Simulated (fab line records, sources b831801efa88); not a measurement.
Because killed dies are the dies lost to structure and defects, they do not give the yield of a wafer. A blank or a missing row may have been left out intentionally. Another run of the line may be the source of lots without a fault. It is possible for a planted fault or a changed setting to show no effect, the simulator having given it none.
Which tool is to blame? | flow sky130 | Sampling: 14 lots, 42 wafers, 4 of 708 route steps

WHAT THE GAUGES READ, wafer by wafer
SKY_VT_ADJUST_LVTN_OVL_MEAS_07.
lot  | measured     | on         | VT_ADJUST_LVTN_OVL (nm)
L353 | day 7 06:19  | overlay-02 | -0.9 -3.9 -1.7
L354 | day 7 08:32  | overlay-01 | -2.1 -2.4 -3.0
L355 | day 7 11:01  | overlay-01 | 2.3 1.1 1.2
L359 | day 9 07:07  | overlay-01 | 1.6 0.3 1.1
L360 | day 9 11:13  | overlay-01 | 1.5 1.1 1.6
L363 | day 10 00:19 | overlay-02 | -1.2 -0.5 -0.1
L362 | day 10 01:40 | overlay-02 | -1.2 -2.3 -2.4
L365 | day 10 15:58 | overlay-01 | -1.9 -0.8 -1.0
L366 | day 10 23:48 | overlay-01 | -0.2 0.7 1.0
L367 | day 10 23:58 | overlay-02 | - - -
L368 | day 11 05:57 | overlay-01 | - - -
L369 | day 11 09:50 | overlay-02 | - - -
L370 | day 11 16:04 | overlay-01 | 0.9 1.0 1.6
L371 | day 12 07:40 | overlay-02 | 0.0 0.7 0.6

SKY_VT_ADJUST_LVTN_TW_MEAS_21.
lot  | measured     | on            | VT_ADJUST_LVTN_2_TW
L353 | day 8 02:27  | film-metro-01 | 185.4 186.4 185.0
L354 | day 8 05:19  | film-metro-04 | 191.2 191.3 191.2
L355 | day 8 07:32  | film-metro-04 | 190.4 190.8 190.4
L359 | day 10 05:18 | film-metro-04 | 189.7 188.3 189.4
L360 | day 10 09:48 | film-metro-03 | 189.2 186.6 188.8
L363 | day 10 23:19 | film-metro-04 | 189.5 190.7 188.9
L362 | day 11 01:41 | film-metro-01 | 184.9 186.1 185.2
L365 | day 11 15:51 | film-metro-01 | 186.5 184.4 186.1
L366 | day 11 23:34 | film-metro-03 | 187.6 186.8 186.7
L367 | day 12 00:13 | film-metro-01 | 264.2 262.8 263.9
L368 | day 12 06:39 | film-metro-03 | 267.3 266.8 266.7
L369 | day 12 10:25 | film-metro-03 | 267.0 266.1 266.8
L370 | day 12 15:52 | film-metro-01 | 186.3 186.6 186.1
L371 | day 13 09:14 | film-metro-01 | 186.3 187.0 185.6

SKY_VT_ADJUST_NCORE_TW_MEAS_11.
lot  | measured     | on            | VT_ADJUST_NCORE_TW
L353 | day 8 23:13  | film-metro-04 | 220.2 220.5 222.0
L354 | day 9 01:47  | film-metro-02 | 220.8 219.1 220.1
L355 | day 9 04:31  | film-metro-02 | 220.7 219.8 219.5
L359 | day 11 04:53 | film-metro-04 | 220.6 220.2 220.2
L360 | day 11 08:49 | film-metro-02 | 219.9 220.6 219.6
L363 | day 11 23:17 | film-metro-03 | 216.7 217.8 217.9
L362 | day 12 01:55 | film-metro-04 | 222.5 222.8 221.1
L365 | day 12 15:23 | film-metro-03 | 219.3 218.4 218.2
L366 | day 12 23:58 | film-metro-04 | 223.0 219.2 220.8
L367 | day 13 00:41 | film-metro-03 | 280.6 280.1 280.7
L368 | day 13 07:55 | film-metro-02 | 283.3 284.2 284.9
L369 | day 13 12:11 | film-metro-02 | 284.2 284.7 285.1
L370 | day 13 18:04 | film-metro-03 | 217.7 217.3 216.6
L371 | day 14 10:46 | film-metro-04 | 222.6 221.5 220.6

WHAT TOOL EACH LOT RAN ON (gives the tool, then ch and the chambers of the sampled wafers, and finally the start)
lot  | SKY_VT_ADJUST_LVTN_COAT_02
L353 | litho-track-03 ch 0, day 6 20:49
L354 | litho-track-02 ch 0, day 6 23:01
L355 | litho-track-04 ch 0, day 7 01:37
L359 | litho-track-04 ch 0, day 8 20:35
L360 | litho-track-02 ch 0, day 9 00:46
L363 | litho-track-03 ch 0, day 9 13:11
L362 | litho-track-03 ch 0, day 9 14:43
L365 | litho-track-02 ch 0, day 10 04:08
L366 | litho-track-04 ch 0, day 10 12:18
L367 | litho-track-03, day 10 12:40
L368 | litho-track-02, day 10 19:04
L369 | litho-track-02, day 10 22:58
L370 | litho-track-03 ch 0, day 11 03:47
L371 | litho-track-04 ch 0, day 11 19:45
- SKY_VT_ADJUST_LVTN_COAT_02: resist thk 3000 nm.

AS READ BY THE TOOLS THEMSELVES (means over the sampled wafers that have a number; for cases with no such wafer, the mark the record gives instead)
SKY_VT_ADJUST_LVTN_COAT_02.
lot  | tool           | chill-plate-temp-C (C) | dispense-pressure-kPa (kPa)
L353 | litho-track-03 | 23.05                  | 44
L354 | litho-track-02 | 22.95                  | 47
L355 | litho-track-04 | 22.89                  | 54
L359 | litho-track-04 | 23.09                  | 54
L360 | litho-track-02 | 23.00                  | 47
L363 | litho-track-03 | 23.12                  | 44
L362 | litho-track-03 | 22.94                  | 44
L365 | litho-track-02 | 22.94                  | 47
L366 | litho-track-04 | 22.99                  | 54
L367 | litho-track-03 | -                      | -
L368 | litho-track-02 | -                      | -
L369 | litho-track-02 | -                      | -
L370 | litho-track-03 | 23.00                  | 44
L371 | litho-track-04 | 22.92                  | 54

THE ANSWER, worked out from the rows above alone
Rule: the usual values come from the lots themselves. The widest of any qualifying gaps counts: lots, ordered by their means at a reading, are off when they make up no more than a third of the lots, leave a main group of 4 or more, and stand apart from it by 3 or more times the standard deviation of that group's means. Not used: any main group whose means are identical at the precision the tables above print for the reading. Also off: a lot with no number at a reading for which 4 or more lots have one. Where the step has rows for the other lots, those lots are counted as sound. After the gauges, taken in route order, come the tools' own readings; for these a lot's mean is taken, as printed above. At the first step where some lot is off, the reading lying furthest off is the one used; lots without a number count as furthest.
Off: L367, L368, L369, seen at SKY_VT_ADJUST_LVTN_OVL_MEAS_07 (VT_ADJUST_LVTN_OVL). Without a number there: L367, L368, L369. The main group has a mean of -0.2 nm with a standard deviation of 1.5.
If a tool, at a process step before that reading, ran all the lots that are off and no sound lot after the first of them, it fits. The gauges at SKY_VT_ADJUST_LVTN_OVL_MEAS_07 aren't tried: what is off there is off at SKY_VT_ADJUST_LVTN_TW_MEAS_21 too, on other tools, and a gauge's error can't cause that. Not one of the candidates tried fits.

WHAT WAS PUT IN BY THE SIMULATOR
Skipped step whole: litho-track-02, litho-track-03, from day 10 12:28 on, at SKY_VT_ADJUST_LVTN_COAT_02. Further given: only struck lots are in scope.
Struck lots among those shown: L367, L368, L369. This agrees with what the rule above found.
